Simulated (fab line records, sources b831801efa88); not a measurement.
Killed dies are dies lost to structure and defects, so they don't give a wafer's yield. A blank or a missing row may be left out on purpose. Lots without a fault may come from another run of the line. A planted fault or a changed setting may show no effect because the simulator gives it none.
Chamber matching | flow gf180mcu | GF_V5_CMP_26 on cmp-02: 4 sister chambers
The step polishes, stops on SiO2, t overpolish 15 s, target thk 0 nm. 4 wafers are shown with their chamber, then 8 later ones without.

WAFERS WITH THEIR CHAMBER
wafer  | chamber | motor_current_A (A)
L420.1 | 2       | 11.9
L420.2 | 3       | 11.9
L422.3 | 1       | 9.9
L426.1 | 0       | 12.9

WAFERS WITHOUT THEIR CHAMBER
wafer  | motor_current_A (A)
L426.2 | 9.9
L426.3 | 11.3
L425.2 | 13.2
L425.5 | 12.5
L425.6 | 9.9
L428.3 | 9.6
L428.5 | 13.0
L428.6 | 11.3

WHICH CHAMBER EACH WENT THROUGH
wafer  | from the rows above          | in truth
L426.2 | 1                            | 1
L426.3 | can't be placed: 2 or 3      | 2
L425.2 | 0                            | 0
L425.5 | can't be placed: 0 or 2 or 3 | 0
L425.6 | 1                            | 1
L428.3 | 1                            | 1
L428.5 | 0                            | 0
L428.6 | can't be placed: 2 or 3      | 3
Placed correctly: 5 of 8. Can't be placed from these rows: 3 (the true chamber is among the candidates in 3). Placed wrongly: 0.
How it was worked out, from the rows above alone: a wafer's distance from a chamber is the root of the sum, over the readings, of the square of ((its reading less the chamber's mean) divided by the reading's scatter). The wafer belongs to the nearest chamber; if the next one is less than 2 further off, it can't be placed. A chamber's mean is the mean of its shown wafers. The scatter: with one shown wafer a chamber, the root of the mean of the squares of how far each hidden wafer lies from its nearest shown one.
